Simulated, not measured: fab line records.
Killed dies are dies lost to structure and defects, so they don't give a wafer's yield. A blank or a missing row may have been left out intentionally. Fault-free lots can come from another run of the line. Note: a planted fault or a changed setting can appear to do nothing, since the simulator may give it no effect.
Which tool did it? || flow sky130 || 12 lots with 36 wafers sampled at 5 steps, on a route of 708 steps

== WHAT EACH GAUGE READ, for each wafer ==
Not one reading of a measure or inspect step in the record can be checked against a usual standard deviation.

== WHICH TOOL RAN EACH LOT (tool, then ch and the chambers of the sampled wafers, then the start) ==
{"lot": "L915", "SKY_CONTACT_ETCH_17": "rie diel-01 ch 0,1,2, day 32 05:55", "SKY_METAL1_SPUTTER_03": "pvd sputter-02, day 32 07:19", "SKY_METAL1_SOFTBAKE_11": "litho track-04 ch 0, day 32 21:00", "SKY_METAL1_DESCUM_17": "rie metal-04 ch 0,1, day 33 10:38", "SKY_PAD_OPEN_PROBE_99": "prober-01, day 46 05:59"}
{"lot": "L920", "SKY_CONTACT_ETCH_17": "rie diel-03 ch 1,2, day 33 19:37", "SKY_METAL1_SPUTTER_03": "pvd sputter-03, day 33 21:02", "SKY_METAL1_SOFTBAKE_11": "litho track-03 ch 0, day 34 09:00", "SKY_METAL1_DESCUM_17": "rie metal-04 ch 0,1, day 34 23:28", "SKY_PAD_OPEN_PROBE_99": "prober-01, day 47 11:20"}
{"lot": "L919", "SKY_CONTACT_ETCH_17": "rie diel-01 ch 0,2,3, day 33 21:10", "SKY_METAL1_SPUTTER_03": "pvd sputter-03, day 33 22:34", "SKY_METAL1_SOFTBAKE_11": "litho track-03 ch 0, day 34 11:00", "SKY_METAL1_DESCUM_17": "rie metal-03 ch 0, day 35 00:35", "SKY_PAD_OPEN_PROBE_99": "prober-02, day 47 08:56"}
{"lot": "L921", "SKY_CONTACT_ETCH_17": "rie diel-03 ch 0,1,3, day 34 05:01", "SKY_METAL1_SPUTTER_03": "pvd sputter-01, day 34 06:30", "SKY_METAL1_SOFTBAKE_11": "litho track-02 ch 0, day 34 19:00", "SKY_METAL1_DESCUM_17": "rie metal-04 ch 0,1, day 35 09:04", "SKY_PAD_OPEN_PROBE_99": "prober-02, day 47 18:05"}
{"lot": "L922", "SKY_CONTACT_ETCH_17": "rie diel-03 ch 0,1,2, day 34 06:23", "SKY_METAL1_SPUTTER_03": "pvd sputter-03, day 34 07:52", "SKY_METAL1_SOFTBAKE_11": "litho track-02 ch 0, day 34 21:00", "SKY_METAL1_DESCUM_17": "rie metal-03 ch 0,1, day 35 10:13", "SKY_PAD_OPEN_PROBE_99": "prober-01, day 47 19:59"}
{"lot": "L925", "SKY_CONTACT_ETCH_17": "rie diel-01 ch 1,2,3, day 35 00:43", "SKY_METAL1_SPUTTER_03": "pvd sputter-01, day 35 02:07", "SKY_METAL1_SOFTBAKE_11": "litho track-03 ch 0, day 35 15:00", "SKY_METAL1_DESCUM_17": "rie metal-04 ch 1, day 36 04:22", "SKY_PAD_OPEN_PROBE_99": "prober-01, day 48 08:02"}
{"lot": "L929", "SKY_CONTACT_ETCH_17": "rie diel-03 ch 1,2,3, day 35 23:47", "SKY_METAL1_SPUTTER_03": "pvd sputter-01, day 36 01:25", "SKY_METAL1_SOFTBAKE_11": "litho track-04 ch 0, day 36 14:00", "SKY_METAL1_DESCUM_17": "rie metal-04 ch 0,1, day 37 02:26", "SKY_PAD_OPEN_PROBE_99": "prober-02, day 48 23:14"}
{"lot": "L933", "SKY_CONTACT_ETCH_17": "rie diel-03 ch 0,1,2, day 37 04:38", "SKY_METAL1_SPUTTER_03": "pvd sputter-01, day 37 06:03", "SKY_METAL1_SOFTBAKE_11": "litho track-03 ch 0, day 37 18:00", "SKY_METAL1_DESCUM_17": "rie metal-04 ch 0,1, day 38 07:13", "SKY_PAD_OPEN_PROBE_99": "prober-01, day 49 19:35"}
{"lot": "L934", "SKY_CONTACT_ETCH_17": "rie diel-02 ch 1,2, day 37 10:46", "SKY_METAL1_SPUTTER_03": "pvd sputter-01, day 37 12:10", "SKY_METAL1_SOFTBAKE_11": "litho track-03 ch 0, day 38 00:00", "SKY_METAL1_DESCUM_17": "rie metal-02 ch 0, day 38 13:11", "SKY_PAD_OPEN_PROBE_99": "prober-02, day 50 02:10"}
{"lot": "L935", "SKY_CONTACT_ETCH_17": "rie diel-03 ch 0,1, day 37 15:23", "SKY_METAL1_SPUTTER_03": "pvd sputter-03, day 37 16:47", "SKY_METAL1_SOFTBAKE_11": "litho track-04 ch 0, day 38 04:00", "SKY_METAL1_DESCUM_17": "rie metal-04 ch 0, day 38 17:56", "SKY_PAD_OPEN_PROBE_99": "prober-01, day 50 05:51"}
{"lot": "L937", "SKY_CONTACT_ETCH_17": "rie diel-02 ch 0,2,3, day 38 05:46", "SKY_METAL1_SPUTTER_03": "pvd sputter-01, day 38 07:10", "SKY_METAL1_SOFTBAKE_11": "litho track-04 ch 0, day 38 19:00", "SKY_METAL1_DESCUM_17": "rie metal-02 ch 0, day 39 08:37", "SKY_PAD_OPEN_PROBE_99": "prober-01, day 50 15:29"}
{"lot": "L938", "SKY_CONTACT_ETCH_17": "rie diel-01 ch 1,2,3, day 38 13:16", "SKY_METAL1_SPUTTER_03": "pvd sputter-03, day 38 14:40", "SKY_METAL1_SOFTBAKE_11": "litho track-04 ch 0, day 39 03:00", "SKY_METAL1_DESCUM_17": "rie metal-03 ch 0,1, day 39 16:04", "SKY_PAD_OPEN_PROBE_99": "prober-02, day 50 19:03"}
- SKY_CONTACT_ETCH_17: etches SiO2 in C4F8/O2/Ar, stops on Si3N4, target depth 340 nm.
- SKY_METAL1_SPUTTER_03: material Ti, target thk 5 nm, time 3.3 s.
- SKY_METAL1_SOFTBAKE_11: time 90 s.
- SKY_METAL1_DESCUM_17: chemistry O2, time 8 s.
- SKY_PAD_OPEN_PROBE_99

== AS READ BY THE TOOLS THEMSELVES (means over the sampled wafers that have a number; for cases with no such wafer, the mark the record gives instead) ==
SKY_CONTACT_ETCH_17.
{"lot": "L915", "tool": "rie diel-01", "oes product au (a.u.)": 0.898}
{"lot": "L920", "tool": "rie diel-03", "oes product au (a.u.)": 0.890}
{"lot": "L919", "tool": "rie diel-01", "oes product au (a.u.)": 0.893}
{"lot": "L921", "tool": "rie diel-03", "oes product au (a.u.)": 0.894}
{"lot": "L922", "tool": "rie diel-03", "oes product au (a.u.)": 0.896}
{"lot": "L925", "tool": "rie diel-01", "oes product au (a.u.)": 0.893}
{"lot": "L929", "tool": "rie diel-03", "oes product au (a.u.)": 0.889}
{"lot": "L933", "tool": "rie diel-03", "oes product au (a.u.)": 0.889}
{"lot": "L934", "tool": "rie diel-02", "oes product au (a.u.)": 0.889}
{"lot": "L935", "tool": "rie diel-03", "oes product au (a.u.)": 0.890}
{"lot": "L937", "tool": "rie diel-02", "oes product au (a.u.)": 0.894}
{"lot": "L938", "tool": "rie diel-01", "oes product au (a.u.)": 0.893}

SKY_METAL1_SPUTTER_03.
{"lot": "L915", "tool": "pvd sputter-02", "throttle valve pct (%)": 30.8}
{"lot": "L920", "tool": "pvd sputter-03", "throttle valve pct (%)": 28.6}
{"lot": "L919", "tool": "pvd sputter-03", "throttle valve pct (%)": 29.2}
{"lot": "L921", "tool": "pvd sputter-01", "throttle valve pct (%)": 29.6}
{"lot": "L922", "tool": "pvd sputter-03", "throttle valve pct (%)": 29.1}
{"lot": "L925", "tool": "pvd sputter-01", "throttle valve pct (%)": 29.9}
{"lot": "L929", "tool": "pvd sputter-01", "throttle valve pct (%)": 29.6}
{"lot": "L933", "tool": "pvd sputter-01", "throttle valve pct (%)": 29.5}
{"lot": "L934", "tool": "pvd sputter-01", "throttle valve pct (%)": 29.4}
{"lot": "L935", "tool": "pvd sputter-03", "throttle valve pct (%)": 29.9}
{"lot": "L937", "tool": "pvd sputter-01", "throttle valve pct (%)": 29.8}
{"lot": "L938", "tool": "pvd sputter-03", "throttle valve pct (%)": 29.2}

SKY_METAL1_SOFTBAKE_11.
{"lot": "L915", "tool": "litho track-04", "heater power total W (W)": 57.33, "run length s (s)": 119.19}
{"lot": "L920", "tool": "litho track-03", "heater power total W (W)": 57.36, "run length s (s)": 119.46}
{"lot": "L919", "tool": "litho track-03", "heater power total W (W)": 57.45, "run length s (s)": 119.51}
{"lot": "L921", "tool": "litho track-02", "heater power total W (W)": 57.41, "run length s (s)": 118.93}
{"lot": "L922", "tool": "litho track-02", "heater power total W (W)": 57.33, "run length s (s)": 118.90}
{"lot": "L925", "tool": "litho track-03", "heater power total W (W)": 57.48, "run length s (s)": 119.52}
{"lot": "L929", "tool": "litho track-04", "heater power total W (W)": 57.32, "run length s (s)": 119.08}
{"lot": "L933", "tool": "litho track-03", "heater power total W (W)": 57.81, "run length s (s)": 116.76}
{"lot": "L934", "tool": "litho track-03", "heater power total W (W)": 58.08, "run length s (s)": 116.90}
{"lot": "L935", "tool": "litho track-04", "heater power total W (W)": 57.33, "run length s (s)": 119.08}
{"lot": "L937", "tool": "litho track-04", "heater power total W (W)": 57.32, "run length s (s)": 119.04}
{"lot": "L938", "tool": "litho track-04", "heater power total W (W)": 57.34, "run length s (s)": 119.09}

SKY_METAL1_DESCUM_17.
{"lot": "L915", "tool": "rie metal-04", "drypump motor current A (A)": 5.7, "oes product au (a.u.)": 0.991}
{"lot": "L920", "tool": "rie metal-04", "drypump motor current A (A)": 5.4, "oes product au (a.u.)": 0.994}
{"lot": "L919", "tool": "rie metal-03", "drypump motor current A (A)": 5.3, "oes product au (a.u.)": 1.016}
{"lot": "L921", "tool": "rie metal-04", "drypump motor current A (A)": 5.4, "oes product au (a.u.)": 0.999}
{"lot": "L922", "tool": "rie metal-03", "drypump motor current A (A)": 5.5, "oes product au (a.u.)": 1.032}
{"lot": "L925", "tool": "rie metal-04", "drypump motor current A (A)": 6.1, "oes product au (a.u.)": 0.997}
{"lot": "L929", "tool": "rie metal-04", "drypump motor current A (A)": 5.7, "oes product au (a.u.)": 0.993}
{"lot": "L933", "tool": "rie metal-04", "drypump motor current A (A)": 5.7, "oes product au (a.u.)": 1.001}
{"lot": "L934", "tool": "rie metal-02", "drypump motor current A (A)": 5.9, "oes product au (a.u.)": 0.995}
{"lot": "L935", "tool": "rie metal-04", "drypump motor current A (A)": 5.0, "oes product au (a.u.)": 1.010}
{"lot": "L937", "tool": "rie metal-02", "drypump motor current A (A)": 5.9, "oes product au (a.u.)": 0.989}
{"lot": "L938", "tool": "rie metal-03", "drypump motor current A (A)": 5.4, "oes product au (a.u.)": 1.003}

SKY_PAD_OPEN_PROBE_99.
{"lot": "L915", "tool": "prober-01", "defect limited yield (%)": 83.8, "killed_at_M0_to_M3": 43, "killed_at_M4_up": 2.7, "killed at contacts": 24, "killed at front end": 10, "killed at other": 0.0, "killed dies": 80, "killed open": 46, "killed short": 34, "sort_bin_3_pad_short (%)": 0.4, "sort_bin_5_function (%)": 10.2, "sort_bin_6_memory (%)": 5.6, "sort_bin_8_speed (%)": 0.00, "sort n pass": 412, "sort yield pct (%)": 83.8}
{"lot": "L920", "tool": "prober-01", "defect limited yield (%)": 82.9, "killed_at_M0_to_M3": 41, "killed_at_M4_up": 3.7, "killed at contacts": 22, "killed at front end": 17, "killed at other": 0.3, "killed dies": 84, "killed open": 45, "killed short": 39, "sort_bin_3_pad_short (%)": 0.7, "sort_bin_5_function (%)": 10.6, "sort_bin_6_memory (%)": 5.8, "sort_bin_8_speed (%)": 0.00, "sort n pass": 408, "sort yield pct (%)": 82.9}
{"lot": "L919", "tool": "prober-02", "defect limited yield (%)": 81.7, "killed_at_M0_to_M3": 45, "killed_at_M4_up": 5.7, "killed at contacts": 24, "killed at front end": 14, "killed at other": 0.3, "killed dies": 90, "killed open": 45, "killed short": 45, "sort_bin_3_pad_short (%)": 1.1, "sort_bin_5_function (%)": 10.6, "sort_bin_6_memory (%)": 6.6, "sort_bin_8_speed (%)": 0.00, "sort n pass": 402, "sort yield pct (%)": 81.7}
{"lot": "L921", "tool": "prober-02", "defect limited yield (%)": 83.0, "killed_at_M0_to_M3": 39, "killed_at_M4_up": 4.7, "killed at contacts": 29, "killed at front end": 10, "killed at other": 0.3, "killed dies": 83, "killed open": 45, "killed short": 38, "sort_bin_3_pad_short (%)": 0.9, "sort_bin_5_function (%)": 10.3, "sort_bin_6_memory (%)": 5.8, "sort_bin_8_speed (%)": 0.00, "sort n pass": 409, "sort yield pct (%)": 83.0}
{"lot": "L922", "tool": "prober-01", "defect limited yield (%)": 82.5, "killed_at_M0_to_M3": 43, "killed_at_M4_up": 3.3, "killed at contacts": 23, "killed at front end": 16, "killed at other": 0.3, "killed dies": 86, "killed open": 42, "killed short": 44, "sort_bin_3_pad_short (%)": 1.3, "sort_bin_5_function (%)": 9.7, "sort_bin_6_memory (%)": 6.4, "sort_bin_8_speed (%)": 0.00, "sort n pass": 406, "sort yield pct (%)": 82.5}
{"lot": "L925", "tool": "prober-01", "defect limited yield (%)": 83.4, "killed_at_M0_to_M3": 44, "killed_at_M4_up": 3.0, "killed at contacts": 24, "killed at front end": 10, "killed at other": 0.0, "killed dies": 82, "killed open": 46, "killed short": 35, "sort_bin_3_pad_short (%)": 1.1, "sort_bin_5_function (%)": 9.8, "sort_bin_6_memory (%)": 5.6, "sort_bin_8_speed (%)": 0.00, "sort n pass": 410, "sort yield pct (%)": 83.4}
{"lot": "L929", "tool": "prober-02", "defect limited yield (%)": 83.9, "killed_at_M0_to_M3": 41, "killed_at_M4_up": 2.0, "killed at contacts": 22, "killed at front end": 15, "killed at other": 0.0, "killed dies": 79, "killed open": 45, "killed short": 34, "sort_bin_3_pad_short (%)": 0.9, "sort_bin_5_function (%)": 9.3, "sort_bin_6_memory (%)": 5.9, "sort_bin_8_speed (%)": 0.00, "sort n pass": 413, "sort yield pct (%)": 83.9}
{"lot": "L933", "tool": "prober-01", "defect limited yield (%)": 81.6, "killed_at_M0_to_M3": 44, "killed_at_M4_up": 2.7, "killed at contacts": 25, "killed at front end": 19, "killed at other": 0.0, "killed dies": 91, "killed open": 46, "killed short": 45, "sort_bin_3_pad_short (%)": 1.0, "sort_bin_5_function (%)": 11.6, "sort_bin_6_memory (%)": 5.8, "sort_bin_8_speed (%)": 0.07, "sort n pass": 401, "sort yield pct (%)": 81.5}
{"lot": "L934", "tool": "prober-02", "defect limited yield (%)": 80.2, "killed_at_M0_to_M3": 50, "killed_at_M4_up": 3.3, "killed at contacts": 23, "killed at front end": 21, "killed at other": 0.0, "killed dies": 97, "killed open": 49, "killed short": 48, "sort_bin_3_pad_short (%)": 1.1, "sort_bin_5_function (%)": 11.8, "sort_bin_6_memory (%)": 6.9, "sort_bin_8_speed (%)": 0.00, "sort n pass": 395, "sort yield pct (%)": 80.2}
{"lot": "L935", "tool": "prober-01", "defect limited yield (%)": 82.0, "killed_at_M0_to_M3": 46, "killed_at_M4_up": 4.7, "killed at contacts": 22, "killed at front end": 15, "killed at other": 1.0, "killed dies": 89, "killed open": 46, "killed short": 41, "sort_bin_3_pad_short (%)": 0.8, "sort_bin_5_function (%)": 10.9, "sort_bin_6_memory (%)": 6.3, "sort_bin_8_speed (%)": 0.00, "sort n pass": 403, "sort yield pct (%)": 82.0}
{"lot": "L937", "tool": "prober-01", "defect limited yield (%)": 83.4, "killed_at_M0_to_M3": 44, "killed_at_M4_up": 3.0, "killed at contacts": 21, "killed at front end": 13, "killed at other": 0.0, "killed dies": 82, "killed open": 39, "killed short": 42, "sort_bin_3_pad_short (%)": 0.9, "sort_bin_5_function (%)": 9.8, "sort_bin_6_memory (%)": 5.9, "sort_bin_8_speed (%)": 0.00, "sort n pass": 410, "sort yield pct (%)": 83.4}
{"lot": "L938", "tool": "prober-02", "defect limited yield (%)": 83.6, "killed_at_M0_to_M3": 45, "killed_at_M4_up": 4.0, "killed at contacts": 20, "killed at front end": 12, "killed at other": 0.0, "killed dies": 81, "killed open": 46, "killed short": 34, "sort_bin_3_pad_short (%)": 0.7, "sort_bin_5_function (%)": 9.3, "sort_bin_6_memory (%)": 6.4, "sort_bin_8_speed (%)": 0.00, "sort n pass": 411, "sort yield pct (%)": 83.6}

== THE ANSWER, worked out from the rows above alone ==
Rule: the lots themselves supply what counts as usual. The widest of any qualifying gaps counts: lots, ordered by their means at a reading, are off when they make up no more than a third of the lots, leave a main group of 4 or more, and stand apart from it by 3 or more times the standard deviation of that group's means. A main group is skipped when, at the precision printed for the reading in the tables above, its means are all equal. A lot without any number at a reading at which 4 lots or more have one is off too. The other lots that the step has rows for count as sound. The gauges are gone through in route order, then the tools' own readings, and for those a lot's mean is taken as printed above. The first step at which some lot is off is used, and at that step the reading that is off furthest; a lot without a number counts as furthest.
Off: L933, L934 (SKY_METAL1_SOFTBAKE_11, run length s). The main group has a mean of 119.18 s with a standard deviation of 0.22.
A tool fits if, at that step or a process step before it, it ran every lot that is off, and no sound lot after the first of them. One candidate fits, namely litho track-03 at SKY_METAL1_SOFTBAKE_11. Its last sound lot is L925 (day 35 15:00), its first lot that is off L933 (day 37 18:00): a fault that began between those two fits.
The tool's own readings at SKY_METAL1_SOFTBAKE_11 bear it out: on the lots that are off they differ by more than 5 times the standard deviation of the sound lots' means. heater power total W reads 57.95 W there against 57.37 W on the sound lots; run length s reads 116.83 s there against 119.18 s on the sound lots.

== WHAT THE SIMULATOR PUT IN ==
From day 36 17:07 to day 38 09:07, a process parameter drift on litho track-03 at SKY_METAL1_SOFTBAKE_11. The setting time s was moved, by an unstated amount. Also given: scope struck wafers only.
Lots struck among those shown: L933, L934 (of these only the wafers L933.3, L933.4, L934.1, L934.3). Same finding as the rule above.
